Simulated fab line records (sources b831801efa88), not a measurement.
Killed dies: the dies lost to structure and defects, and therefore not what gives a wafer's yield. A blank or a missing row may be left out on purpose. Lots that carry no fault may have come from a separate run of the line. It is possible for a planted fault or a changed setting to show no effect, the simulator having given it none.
What tool caused it? | flow sky130 | 6 lots with 18 wafers sampled at 2 steps, on a route of 708 steps

## WHAT THE GAUGES SHOWED, per wafer
SKY_CAP2M_OVL_MEAS_12.
lot  | measured     | on         | CAP2M_OVL (nm)
L602 | day 41 08:24 | overlay-01 | -2.2 -1.6 -0.6
L606 | day 42 07:32 | overlay-01 | -0.1 -0.6 -0.9
L609 | day 43 09:50 | overlay-01 | 0.3 0.7 1.1
L611 | day 43 19:25 | overlay-01 | 0.5 -0.3 -1.9
L614 | day 44 15:11 | overlay-02 | -2.7 -1.3 -2.1
L619 | day 45 21:26 | overlay-01 | 0.5 0.5 0.2

## WHAT TOOL EACH LOT RAN ON (gives the tool, then ch and the chambers of the sampled wafers, and finally the start)
lot  | SKY_POLY_CUT_STRIP_12
L602 | plasmaAsher-04 ch 0,1, day 24 21:21
L606 | plasmaAsher-04 ch 0,1, day 26 02:13
L609 | plasmaAsher-03 ch 0,1, day 27 09:28
L611 | plasmaAsher-03 ch 0,1, day 27 22:25
L614 | plasmaAsher-03 ch 0,1, day 28 21:25
L619 | plasmaAsher-03 ch 0,1, day 30 17:25
- SKY_POLY_CUT_STRIP_12: strips in O2/N2.

## THE ANSWER, worked out from the rows above alone
Rule: usual is defined by the lots themselves. Put in order of their means at a reading, lots are off if they are a third of the lots or fewer, leave a main group of 4 or more, and stand apart from it by a gap of 3 or more times the standard deviation of the main group's means; of several such gaps the widest counts. The tables above print the reading to a certain number of digits; a main group whose means all agree to those digits is not used. A lot without any number at a reading at which 4 lots or more have one is off too. All remaining lots with rows at the step are treated as sound.
No lot is off at any reading shown: from this, nothing can be told.

## WHAT WAS PUT IN BY THE SIMULATOR
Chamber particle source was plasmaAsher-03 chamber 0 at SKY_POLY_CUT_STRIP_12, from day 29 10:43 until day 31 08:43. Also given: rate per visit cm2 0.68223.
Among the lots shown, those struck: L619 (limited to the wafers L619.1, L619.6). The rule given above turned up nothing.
